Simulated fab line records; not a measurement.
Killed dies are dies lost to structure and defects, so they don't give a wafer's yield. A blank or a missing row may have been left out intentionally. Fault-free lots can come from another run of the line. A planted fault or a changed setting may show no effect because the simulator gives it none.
fab line records + flow sky130
record
- lots=6
- wafers=18
- last_day=51
route steps=708 shown NWELL@59 PAD_OPEN@708
lots untouched by any fault: they come from a run of this same line in which no faults occurred
start_h: start of the lot's first displayed wafer, in hours after the record's first day + wait_h: how many hours have passed since the lot's step before this one + " unchanged from the row above + L1.1+2: a row that stands for several wafers + - either no value or no given start + * or withheld: withheld + < > ~ a bound
route shown NAME@n: NAME is a module with steps in the file, n the number in the route of the first one + usual: mean/standard deviation of fault-free wafers + same: alike in all rows + chamber/n: place in a boat + sites: readings site by site + _std_site: how widely they spread, as a standard deviation + _edge_site: the outer-site mean with the inner-site mean subtracted + radius_mm: how far each site lies from the wafer's centre + mask NAME#n: copy n + behind: the last tool/chamber to shape the wafer + hold: cause of the lot's hold/its duration in hours/its outcome + device: the n, p or np transistor that did not switch + end of line: at the end of the route, the tests of the same wafers + a step without rows: its recipe alone + killed: count of dies lost to structure and defects at first sort (not the wafer's yield) + map: the dies of a wafer, with x for killed, . for not killed, _ for no die there
set.NAME: the run value of the setting; set.NAME@STEP: its run value at that earlier step + model.NAME: the simulator's own value behind a step, which no gauge read
lots at some steps of the route; a table a step, a row a wafer
services: when a tool's chamber went out of use (start_h, in hours from the record's first day, below 0 if earlier), for how many hours, and the reason
## steps
# step SKY_NWELL_SOFTBAKE_06
# recipe
- temp_c=110
- time_s=withheld
# step SKY_NWELL_EXPOSE_07
# recipe
- mask_id=NWM
- na=0.6
- source_shape=conventional
- sigma_outer=0.6
- polarization=unpolarized
- target_cd_nm=840
- dose_mj=255
# step SKY_NWELL_PEB_08
# recipe
- temp_c=115
- time_s=withheld
# step SKY_NWELL_DEVELOP_09
# recipe
- wall_angle_deg=90
- developer=TMAH
- develop_time_s=62.75
- dev_temp_c=23
# step SKY_NWELL_OVL_MEAS_10
# usual
- NWELL_00_OVL=0.4/1.5
| lot.wafer | tool       | chamber | start_h | wait_h | NWELL_00_OVL[nm] |
|-----------|------------|---------|---------|--------|------------------|
| L584.1    | overlay-02 | -       | 114.08  | -      | 1.1              |
| L584.4    | "          | -       | "       | "      | 0.8              |
| L584.5    | "          | -       | "       | "      | 0.9              |
| L585.1    | overlay-02 | -       | 122.70  | -      | -0.4             |
| L585.2    | "          | -       | "       | "      | 0.0              |
| L585.4    | "          | -       | "       | "      | -0.3             |
| L597.1    | overlay-02 | -       | 186.70  | -      | 1.0              |
| L597.2    | "          | -       | "       | "      | 0.0              |
| L597.4    | "          | -       | "       | "      | 1.0              |
| L599.1    | overlay-02 | -       | 197.63  | -      | 1.3              |
| L599.4    | "          | -       | "       | "      | 1.1              |
| L599.6    | "          | -       | "       | "      | 1.5              |
| L600.2    | overlay-01 | -       | 205.21  | -      | 0.0              |
| L600.4    | "          | -       | "       | "      | -0.2             |
| L600.6    | "          | -       | "       | "      | 0.2              |
| L601.2    | overlay-01 | -       | 219.26  | -      | 1.0              |
| L601.4    | "          | -       | "       | "      | -0.9             |
| L601.5    | "          | -       | "       | "      | -0.5             |
# step SKY_NWELL_IMPLANT_11
# recipe
- species=P
- energy_kev=400
- dose_cm2=1.9e+13
- tilt_deg=withheld
# step SKY_NWELL_IMPLANT_12
# recipe
- species=P
- energy_kev=120
- dose_cm2=1.3e+12
- tilt_deg=withheld
# step SKY_NWELL_IMPLANT_13
# recipe
- species=P
- energy_kev=50
- dose_cm2=7e+11
- tilt_deg=withheld
# step SKY_NWELL_STRIP_14
# recipe
- chemistry=O2/N2
- power_w=1400
- pressure_mtorr=1500
- platen_temp_c=withheld
- o2_flow_sccm=3000
- n2_flow_sccm=300
- overash_fraction=0.5
# usual
- drypump_motor_current_A=5.6/0.38
- oes_product_au=0.722/0.0046
- strip_time_to_endpoint_s=36.94/0.1
| lot.wafer | tool            | chamber | start_h | wait_h | drypump_motor_current_A | oes_product_au | rf_hours_counter_h | strip_time_to_endpoint_s |
|-----------|-----------------|---------|---------|--------|-------------------------|----------------|--------------------|--------------------------|
| L584.1    | plasma_asher-01 | 1       | 114.57  | 0.1    | 5.7                     | 0.711          | 42                 | 36.99                    |
| L584.4    | "               | 1       | "       | "      | 5.7                     | 0.716          | -                  | 36.89                    |
| L584.5    | "               | 0       | "       | "      | 5.0                     | 0.722          | -                  | 36.91                    |
| L585.1    | plasma_asher-03 | 1       | 123.19  | 0.1    | 5.6                     | 0.722          | 29                 | 37.20                    |
| L585.2    | "               | 0       | "       | "      | 5.7                     | 0.722          | 29                 | 37.05                    |
| L585.4    | "               | 0       | "       | "      | 5.7                     | 0.723          | -                  | 37.03                    |
| L597.1    | plasma_asher-01 | 0       | 187.19  | 0.1    | 5.0                     | 0.725          | 49                 | 36.86                    |
| L597.2    | "               | 1       | "       | "      | 5.7                     | 0.724          | 49                 | 36.85                    |
| L597.4    | "               | 0       | "       | "      | 5.0                     | 0.732          | -                  | 36.87                    |
| L599.1    | plasma_asher-03 | 0       | 198.12  | 0.1    | 5.7                     | 0.722          | 37                 | 36.91                    |
| L599.4    | "               | 1       | "       | "      | 5.6                     | 0.715          | -                  | 36.88                    |
| L599.6    | "               | 0       | "       | "      | 5.7                     | 0.711          | -                  | 36.87                    |
| L600.2    | plasma_asher-02 | 0       | 205.69  | 0.1    | 5.7                     | 0.712          | 8                  | 36.98                    |
| L600.4    | "               | 0       | "       | "      | 5.7                     | 0.724          | -                  | 36.99                    |
| L600.6    | "               | 0       | "       | "      | 5.7                     | 0.723          | -                  | 37.13                    |
| L601.2    | plasma_asher-01 | 1       | 219.74  | 0.1    | 5.7                     | 0.725          | 52                 | 36.94                    |
| L601.4    | "               | 0       | "       | "      | 5.0                     | 0.725          | -                  | 36.99                    |
| L601.5    | "               | 0       | "       | "      | 5.0                     | 0.709          | -                  | 36.84                    |
# step SKY_NWELL_TW_MEAS_15
# usual
- NWELL_TW=1826/8.6
| lot.wafer | tool          | chamber | start_h | wait_h | NWELL_TW |
|-----------|---------------|---------|---------|--------|----------|
| L584.1    | film_metro-01 | -       | 114.67  | 0.1    | 1816     |
| L584.4    | "             | -       | "       | "      | 1824     |
| L584.5    | "             | -       | "       | "      | 1832     |
| L585.1    | film_metro-02 | -       | 123.29  | 0.1    | 1824     |
| L585.2    | "             | -       | "       | "      | 1820     |
| L585.4    | "             | -       | "       | "      | 1830     |
| L597.1    | film_metro-02 | -       | 187.29  | 0.1    | 1822     |
| L597.2    | "             | -       | "       | "      | 1822     |
| L597.4    | "             | -       | "       | "      | 1827     |
| L599.1    | film_metro-04 | -       | 198.22  | 0.1    | 1813     |
| L599.4    | "             | -       | "       | "      | 1818     |
| L599.6    | "             | -       | "       | "      | 1815     |
| L600.2    | film_metro-04 | -       | 205.80  | 0.1    | 1817     |
| L600.4    | "             | -       | "       | "      | 1817     |
| L600.6    | "             | -       | "       | "      | 1829     |
| L601.2    | film_metro-02 | -       | 219.85  | 0.1    | 1849     |
| L601.4    | "             | -       | "       | "      | 1832     |
| L601.5    | "             | -       | "       | "      | 1832     |
# step SKY_NWELL_DEHYDRATE_16
# recipe
- temp_c=200
- time_s=60
# step SKY_NWELL_HMDS_17
# recipe
- prime_time_s=60
- prime_temp_c=120
# step SKY_NWELL_COAT_18
# recipe
- spin_rpm=2000
- resist_thk_nm=3000
# usual
- chill_plate_temp_C=23.00/0.099
- dispense_pressure_kPa=47.2/1.5
- resist_line_temp_C=23.02/0.1
- spin_speed_rpm=2000.1/1.7
| lot.wafer | tool           | chamber | start_h | wait_h | chill_plate_temp_C | dispense_pressure_kPa | resist_line_temp_C | spin_speed_rpm |
|-----------|----------------|---------|---------|--------|--------------------|-----------------------|--------------------|----------------|
| L584.1    | litho_track-04 | -       | 124.40  | 0.1    | -                  | -                     | -                  | -              |
| L584.4    | "              | -       | "       | "      | -                  | -                     | -                  | -              |
| L584.5    | "              | -       | "       | "      | -                  | -                     | -                  | -              |
| L585.1    | litho_track-03 | -       | 132.60  | 0.1    | -                  | -                     | -                  | -              |
| L585.2    | "              | -       | "       | "      | -                  | -                     | -                  | -              |
| L585.4    | "              | -       | "       | "      | -                  | -                     | -                  | -              |
| L597.1    | litho_track-04 | 0       | 197.80  | 0.1    | 22.98              | 48.7                  | 23.08              | 2000.8         |
| L597.2    | "              | 0       | "       | "      | 23.15              | 48.7                  | 23.16              | 2005.0         |
| L597.4    | "              | 0       | "       | "      | 22.96              | 48.7                  | 23.01              | 2000.9         |
| L599.1    | litho_track-04 | 0       | 209.85  | 0.1    | 22.86              | 48.7                  | 23.11              | 1996.3         |
| L599.4    | "              | 0       | "       | "      | 23.10              | 48.7                  | 23.09              | 1998.6         |
| L599.6    | "              | 0       | "       | "      | 22.92              | 48.8                  | 23.21              | 2000.4         |
| L600.2    | litho_track-03 | 0       | 216.97  | 0.1    | 23.02              | 45.6                  | 23.03              | 1996.6         |
| L600.4    | "              | 0       | "       | "      | 23.00              | 45.6                  | 23.01              | 1999.4         |
| L600.6    | "              | 0       | "       | "      | 22.96              | 45.6                  | 23.02              | 2002.0         |
| L601.2    | litho_track-03 | 0       | 230.82  | 0.1    | 23.00              | 45.6                  | 22.96              | 1999.1         |
| L601.4    | "              | 0       | "       | "      | 22.97              | 45.6                  | 23.05              | 2000.8         |
| L601.5    | "              | 0       | "       | "      | 22.94              | 45.6                  | 23.17              | 2002.9         |
# step SKY_NWELL_SOFTBAKE_19
# recipe
- temp_c=110
- time_s=withheld
# step SKY_NWELL_EXPOSE_20
# recipe
- mask_id=NWM_COMPLEMENT
- na=0.6
- source_shape=conventional
- sigma_outer=0.6
- polarization=unpolarized
- target_cd_nm=840
- dose_mj=260
# step SKY_NWELL_PEB_21
# recipe
- temp_c=115
- time_s=withheld
# step SKY_NWELL_DEVELOP_22
# recipe
- wall_angle_deg=90
- developer=TMAH
- develop_time_s=60
- dev_temp_c=23.54
# step SKY_NWELL_OVL_MEAS_23
# usual
- NWELL_01_OVL=0.8/1.4
| lot.wafer | tool       | chamber | start_h | wait_h | NWELL_01_OVL[nm] |
|-----------|------------|---------|---------|--------|------------------|
| L584.1    | overlay-02 | -       | 133.65  | -      | -                |
| L584.4    | "          | -       | "       | "      | -                |
| L584.5    | "          | -       | "       | "      | -                |
| L585.1    | overlay-02 | -       | 143.00  | -      | -                |
| L585.2    | "          | -       | "       | "      | -                |
| L585.4    | "          | -       | "       | "      | -                |
| L597.1    | overlay-01 | -       | 209.65  | -      | -2.0             |
| L597.2    | "          | -       | "       | "      | -3.2             |
| L597.4    | "          | -       | "       | "      | -3.5             |
| L599.1    | overlay-01 | -       | 221.40  | -      | 1.1              |
| L599.4    | "          | -       | "       | "      | 0.8              |
| L599.6    | "          | -       | "       | "      | 0.3              |
| L600.2    | overlay-01 | -       | 227.81  | -      | -0.4             |
| L600.4    | "          | -       | "       | "      | -0.1             |
| L600.6    | "          | -       | "       | "      | -1.3             |
| L601.2    | overlay-01 | -       | 242.31  | -      | 0.8              |
| L601.4    | "          | -       | "       | "      | 0.3              |
| L601.5    | "          | -       | "       | "      | 0.0              |
# step SKY_NWELL_IMPLANT_24
# recipe
- species=B
- energy_kev=140
- dose_cm2=9.2e+12
- tilt_deg=withheld
# step SKY_PAD_OPEN_PROBE_99
# usual
- killed_at_M0_to_M3=43/7.5
- killed_at_M4_up=3.2/1.9
- killed_at_contacts=24/5.6
- killed_at_front_end=15/4.8
- killed_at_other=0.2/0.54
- killed_dies=86/11
- killed_on_rim=17/3.6
- killed_open=47/7.6
- killed_short=39/7.1
# same
- gross_dies=492
- killed_at_back_side=0
| lot.wafer | tool      | chamber | start_h | wait_h | killed_at_M0_to_M3 | killed_at_M4_up | killed_at_contacts | killed_at_front_end | killed_at_other | killed_dies | killed_on_rim | killed_open | killed_short |
|-----------|-----------|---------|---------|--------|--------------------|-----------------|--------------------|---------------------|-----------------|-------------|---------------|-------------|--------------|
| L584.1    | prober-02 | -       | 1127.80 | 0.1    | 38                 | 2               | 24                 | 428                 | 0               | 492         | 96            | 51          | 36           |
| L584.4    | prober-02 | -       | 1127.95 | 0.2    | 47                 | 2               | 34                 | 409                 | 0               | 492         | 96            | 56          | 41           |
| L584.5    | prober-02 | -       | 1128.00 | 0.2    | 53                 | 4               | 36                 | 399                 | 0               | 492         | 96            | 61          | 46           |
| L585.1    | prober-01 | -       | 1130.93 | 0.1    | 30                 | 5               | 23                 | 433                 | 1               | 492         | 96            | 44          | 28           |
| L585.2    | prober-01 | -       | 1130.98 | 0.1    | 43                 | 5               | 26                 | 417                 | 1               | 492         | 96            | 39          | 42           |
| L585.4    | prober-01 | -       | 1131.08 | 0.2    | 46                 | 3               | 18                 | 425                 | 0               | 492         | 96            | 37          | 48           |
| L597.1    | prober-01 | -       | 1190.81 | 0.1    | 52                 | 5               | 28                 | 6                   | 0               | 91          | 18            | 49          | 42           |
| L597.2    | prober-01 | -       | 1190.86 | 0.1    | 51                 | 9               | 23                 | 18                  | 0               | 101         | 17            | 55          | 46           |
| L597.4    | prober-01 | -       | 1190.96 | 0.2    | 42                 | 3               | 23                 | 9                   | 0               | 77          | 9             | 42          | 35           |
| L599.1    | prober-01 | -       | 1201.15 | 0.1    | 40                 | 4               | 18                 | 14                  | 0               | 76          | 12            | 46          | 30           |
| L599.4    | prober-01 | -       | 1201.30 | 0.2    | 29                 | 6               | 19                 | 17                  | 0               | 71          | 17            | 29          | 42           |
| L599.6    | prober-01 | -       | 1201.40 | 0.2    | 38                 | 1               | 24                 | 26                  | 0               | 89          | 22            | 57          | 32           |
| L600.2    | prober-02 | -       | 1203.82 | 0.1    | 48                 | 3               | 17                 | 22                  | 1               | 91          | 16            | 49          | 42           |
| L600.4    | prober-02 | -       | 1203.92 | 0.2    | 48                 | 6               | 25                 | 15                  | 0               | 94          | 20            | 51          | 43           |
| L600.6    | prober-02 | -       | 1204.02 | 0.2    | 41                 | 1               | 33                 | 20                  | 0               | 95          | 18            | 52          | 43           |
| L601.2    | prober-01 | -       | 1214.26 | 0.1    | 37                 | 3               | 30                 | 15                  | 0               | 85          | 16            | 55          | 30           |
| L601.4    | prober-01 | -       | 1214.36 | 0.2    | 53                 | 4               | 25                 | 11                  | 0               | 93          | 25            | 48          | 45           |
| L601.5    | prober-01 | -       | 1214.41 | 0.2    | 47                 | 5               | 19                 | 20                  | 0               | 91          | 25            | 53          | 38           |
# killed by level:class
L584.1 NWELL:area_expose=405 CONTACT:geometric_particle:open=12 VIA2:geometric_particle:open=9 FIELD_ISO:geometric_particle:short=8 LI_CONTACT:geometric_particle:open=7 METAL2:geometric_particle:short=7 POLY_GATE:geometric_particle:open=5 METAL1:geometric_particle:short=5
L584.4 NWELL:area_expose=395 VIA1:geometric_particle:open=14 LI_CONTACT:geometric_particle:open=12 CONTACT:geometric_particle:open=11 VIA1:geometric_particle:short=7 METAL1:geometric_particle:short=5 VIA2:geometric_particle:open=5 FIELD_ISO:geometric_particle:open=4
L584.5 NWELL:area_expose=385 CONTACT:geometric_particle:open=17 METAL1:geometric_particle:short=8 VIA2:geometric_particle:open=8 VIA3:geometric_particle:open=7 LI_CONTACT:geometric_particle:open=6 VIA1:geometric_particle:open=6 METAL2:geometric_particle:short=6
L585.1 NWELL:area_expose=420 CONTACT:geometric_particle:open=8 VIA3:geometric_particle:open=7 FIELD_ISO:geometric_particle:open=6 LI_CONTACT:geometric_particle:open=6 VIA1:geometric_particle:open=6 LOCAL_INTERCONNECT:geometric_particle:short=5 CONTACT:geometric_particle:short=4
L585.2 NWELL:area_expose=411 LI_CONTACT:geometric_particle:open=10 VIA1:geometric_particle:open=8 METAL3:geometric_particle:short=8 VIA3:geometric_particle:open=8 METAL2:geometric_particle:short=6 CONTACT:geometric_particle:open=5 CONTACT:geometric_particle:short=5
L585.4 NWELL:area_expose=407 VIA2:geometric_particle:short=8 VIA1:geometric_particle:open=8 LOCAL_INTERCONNECT:geometric_particle:short=6 CONTACT:geometric_particle:open=6 METAL1:geometric_particle:short=5 METAL2:geometric_particle:short=5 VIA3:geometric_particle:open=5
L597.1 VIA1:geometric_particle:open=15 CONTACT:geometric_particle:open=11 VIA2:geometric_particle:open=9 METAL1:geometric_particle:short=7 VIA1:geometric_particle:short=7 CONTACT:geometric_particle:short=5 LI_CONTACT:geometric_particle:short=4 LI_CONTACT:geometric_particle:open=4
L597.2 VIA1:geometric_particle:open=12 VIA3:geometric_particle:open=9 CONTACT:geometric_particle:open=8 VIA1:geometric_particle:short=7 METAL4:geometric_particle:short=6 METAL1:geometric_particle:short=5 POLY_GATE:geometric_particle:open=5 POLY_GATE:geometric_particle:short=4
L597.4 CONTACT:geometric_particle:open=9 LI_CONTACT:geometric_particle:open=7 METAL1:geometric_particle:short=7 VIA1:geometric_particle:open=7 METAL2:geometric_particle:short=7 VIA3:geometric_particle:open=7 FIELD_ISO:geometric_particle:short=5 VIA1:geometric_particle:short=5
L599.1 VIA3:geometric_particle:open=10 CONTACT:geometric_particle:open=8 VIA1:geometric_particle:open=8 FIELD_ISO:geometric_particle:open=6 POLY_GATE:geometric_particle:open=5 VIA1:geometric_particle:short=5 LI_CONTACT:geometric_particle:short=4 METAL1:geometric_particle:short=4
L599.4 METAL1:geometric_particle:short=9 FIELD_ISO:geometric_particle:short=8 LI_CONTACT:geometric_particle:open=6 CONTACT:geometric_particle:open=5 VIA3:geometric_particle:open=5 VIA1:geometric_particle:short=5 CONTACT:geometric_particle:short=4 POLY_GATE:geometric_particle:short=3
L599.6 LI_CONTACT:geometric_particle:open=11 VIA2:geometric_particle:open=9 VIA3:geometric_particle:open=9 FIELD_ISO:geometric_particle:short=8 CONTACT:geometric_particle:open=8 POLY_GATE:geometric_particle:open=6 VIA1:geometric_particle:open=6 FIELD_ISO:geometric_particle:open=5
L600.2 VIA1:geometric_particle:short=9 VIA3:geometric_particle:open=9 VIA1:geometric_particle:open=8 FIELD_ISO:geometric_particle:open=6 LI_CONTACT:geometric_particle:open=5 LOCAL_INTERCONNECT:geometric_particle:short=5 VIA2:geometric_particle:open=5 FIELD_ISO:geometric_particle:short=4
L600.4 VIA1:geometric_particle:open=14 CONTACT:geometric_particle:open=12 VIA3:geometric_particle:open=7 LI_CONTACT:geometric_particle:open=6 METAL4:geometric_particle:short=6 FIELD_ISO:geometric_particle:short=5 VIA2:geometric_particle:open=5 POLY_GATE:geometric_particle:short=4
L600.6 VIA1:geometric_particle:open=12 CONTACT:geometric_particle:open=12 VIA2:geometric_particle:open=9 LI_CONTACT:geometric_particle:open=7 POLY_GATE:geometric_particle:short=7 POLY_GATE:geometric_particle:open=6 LI_CONTACT:geometric_particle:short=6 CONTACT:geometric_particle:short=5
L601.2 VIA1:geometric_particle:open=16 CONTACT:geometric_particle:open=11 VIA2:geometric_particle:open=7 POLY_GATE:geometric_particle:open=7 CONTACT:geometric_particle:short=7 LI_CONTACT:geometric_particle:open=5 METAL2:geometric_particle:short=4 LOCAL_INTERCONNECT:geometric_particle:short=4
L601.4 VIA1:geometric_particle:open=12 LI_CONTACT:geometric_particle:open=8 CONTACT:geometric_particle:open=8 VIA3:geometric_particle:open=8 METAL2:geometric_particle:short=7 VIA1:geometric_particle:short=6 VIA3:geometric_particle:short=5 LOCAL_INTERCONNECT:geometric_particle:short=4
L601.5 VIA1:geometric_particle:open=12 VIA3:geometric_particle:open=9 CONTACT:geometric_particle:open=7 LOCAL_INTERCONNECT:geometric_particle:short=6 FIELD_ISO:geometric_particle:short=5 POLY_GATE:geometric_particle:open=5 LI_CONTACT:geometric_particle:open=5 VIA2:geometric_particle:short=5
# map L584.1 (x killed, . not)
__________xxxxxxxxxx_________
________xxxxxxxxxxxxxx_______
______xxxxxxxxxxxxxxxxxx_____
_____xxxxxxxxxxxxxxxxxxxx____
____xxxxxxxxxxxxxxxxxxxxxx___
___xxxxxxxxxxxxxxxxxxxxxxxx__
__xxxxxxxxxxxxxxxxxxxxxxxxxx_
_xxxxxxxxxxxxxxxxxxxxxxxxxxxx
_xxxxxxxxxxxxxxxxxxxxxxxxxxxx
_xxxxxxxxxxxxxxxxxxxxxxxxxxxx
_xxxxxxxxxxxxxxxxxxxxxxxxxxxx
_xxxxxxxxxxxxxxxxxxxxxxxxxxxx
_xxxxxxxxxxxxxxxxxxxxxxxxxxxx
_xxxxxxxxxxxxxxxxxxxxxxxxxxxx
_xxxxxxxxxxxxxxxxxxxxxxxxxxxx
__xxxxxxxxxxxxxxxxxxxxxxxxxx_
___xxxxxxxxxxxxxxxxxxxxxxxx__
____xxxxxxxxxxxxxxxxxxxxxx___
_____xxxxxxxxxxxxxxxxxxxx____
______xxxxxxxxxxxxxxxxxx_____
________xxxxxxxxxxxxxx_______
__________xxxxxxxxxx_________
# map L585.1 (x killed, . not)
__________xxxxxxxxxx_________
________xxxxxxxxxxxxxx_______
______xxxxxxxxxxxxxxxxxx_____
_____xxxxxxxxxxxxxxxxxxxx____
____xxxxxxxxxxxxxxxxxxxxxx___
___xxxxxxxxxxxxxxxxxxxxxxxx__
__xxxxxxxxxxxxxxxxxxxxxxxxxx_
_xxxxxxxxxxxxxxxxxxxxxxxxxxxx
_xxxxxxxxxxxxxxxxxxxxxxxxxxxx
_xxxxxxxxxxxxxxxxxxxxxxxxxxxx
_xxxxxxxxxxxxxxxxxxxxxxxxxxxx
_xxxxxxxxxxxxxxxxxxxxxxxxxxxx
_xxxxxxxxxxxxxxxxxxxxxxxxxxxx
_xxxxxxxxxxxxxxxxxxxxxxxxxxxx
_xxxxxxxxxxxxxxxxxxxxxxxxxxxx
__xxxxxxxxxxxxxxxxxxxxxxxxxx_
___xxxxxxxxxxxxxxxxxxxxxxxx__
____xxxxxxxxxxxxxxxxxxxxxx___
_____xxxxxxxxxxxxxxxxxxxx____
______xxxxxxxxxxxxxxxxxx_____
________xxxxxxxxxxxxxx_______
__________xxxxxxxxxx_________
## services
| tool            | chamber | start_h | hours | kind       |
|-----------------|---------|---------|-------|------------|
| plasma_asher-02 | -       | 108.80  | 9.0   | pm         |
| plasma_asher-02 | 0       | 108.80  | 9.0   | vent_cycle |
| plasma_asher-02 | 1       | 108.80  | 9.0   | vent_cycle |
| plasma_asher-02 | 0       | 117.80  | -     | clean      |
| plasma_asher-02 | 1       | 117.80  | -     | clean      |
| plasma_asher-02 | -       | 182.09  | 9.5   | repair     |
## key
first_sign
- step=SKY_NWELL_COAT_18
- reading=tool_record
- direction=missing
effect
- step=SKY_NWELL_OVL_MEAS_23
- reading=NWELL_01_OVL
- direction=missing
effect
- step=SKY_PAD_OPEN_PROBE_99
- reading=killed_at_front_end
- direction=up
- sigmas=85
- usual=15
- struck=418
more_kills_born_at
- SKY_NWELL_EXPOSE_20@iline_stepper-02=1238
- SKY_NWELL_EXPOSE_20@iline_stepper-01=1185
met_at SKY_NWELL_COAT_18
struck_wafers L584.1,L584.4,L584.5,L585.1,L585.2,L585.4
tester_left_out L584,L585
fault
- kind=skipped_step_whole
- tool=litho_track-03,litho_track-04
- chamber=-
- onset_h=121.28
- steps=SKY_NWELL_COAT_18
- scope=struck_lots_only
# tester_left_out: of these lots the tester's yield and bins aren't shown, on N5 and GAA mostly nor the transistor test; their killed dies are dies lost to structure and defects alone, not to doping, threshold or leakage, so they don't give the yield
